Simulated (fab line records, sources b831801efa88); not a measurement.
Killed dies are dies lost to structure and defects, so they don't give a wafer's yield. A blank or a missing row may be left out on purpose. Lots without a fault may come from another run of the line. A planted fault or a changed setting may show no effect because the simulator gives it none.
Chamber matching | flow sky130 | SKY_SPACER_ETCHBACK_02 on rie_diel-02: 4 sister chambers
The step etches Si3N4 in CH3F/O2, stops on SiO2, time 46.7 s, target depth 45 nm. 4 wafers are shown with their chamber, then 11 later ones without.

WAFERS WITH THEIR CHAMBER
wafer  | chamber | drypump_motor_current_A (A)
L081.2 | 0       | 5.2
L086.4 | 2       | 4.9
L086.5 | 3       | 6.1
L090.2 | 1       | 5.4

WAFERS WITHOUT THEIR CHAMBER
wafer  | drypump_motor_current_A (A)
L090.4 | 6.1
L090.5 | 5.4
L093.2 | 5.4
L093.3 | 5.0
L093.4 | 5.2
L095.1 | 6.1
L095.3 | 5.2
L095.4 | 5.4
L097.1 | 6.1
L097.3 | 5.0
L097.4 | 5.4

WHICH CHAMBER EACH WENT THROUGH
wafer  | from the rows above | in truth
L090.4 | 3                   | 3
L090.5 | 1                   | 1
L093.2 | 1                   | 1
L093.3 | 2                   | 2
L093.4 | 0                   | 0
L095.1 | 3                   | 3
L095.3 | 0                   | 0
L095.4 | 1                   | 1
L097.1 | 3                   | 3
L097.3 | 2                   | 2
L097.4 | 1                   | 1
Placed correctly: 11 of 11. Can't be placed from these rows: 0. Placed wrongly: 0.
How it was worked out, from the rows above alone: a wafer's distance from a chamber is the root of the sum, over the readings, of the square of ((its reading less the chamber's mean) divided by the reading's scatter). The wafer belongs to the nearest chamber; if the next one is less than 2 further off, it can't be placed. A chamber's mean is the mean of its shown wafers. The scatter: with one shown wafer a chamber, the root of the mean of the squares of how far each hidden wafer lies from its nearest shown one.
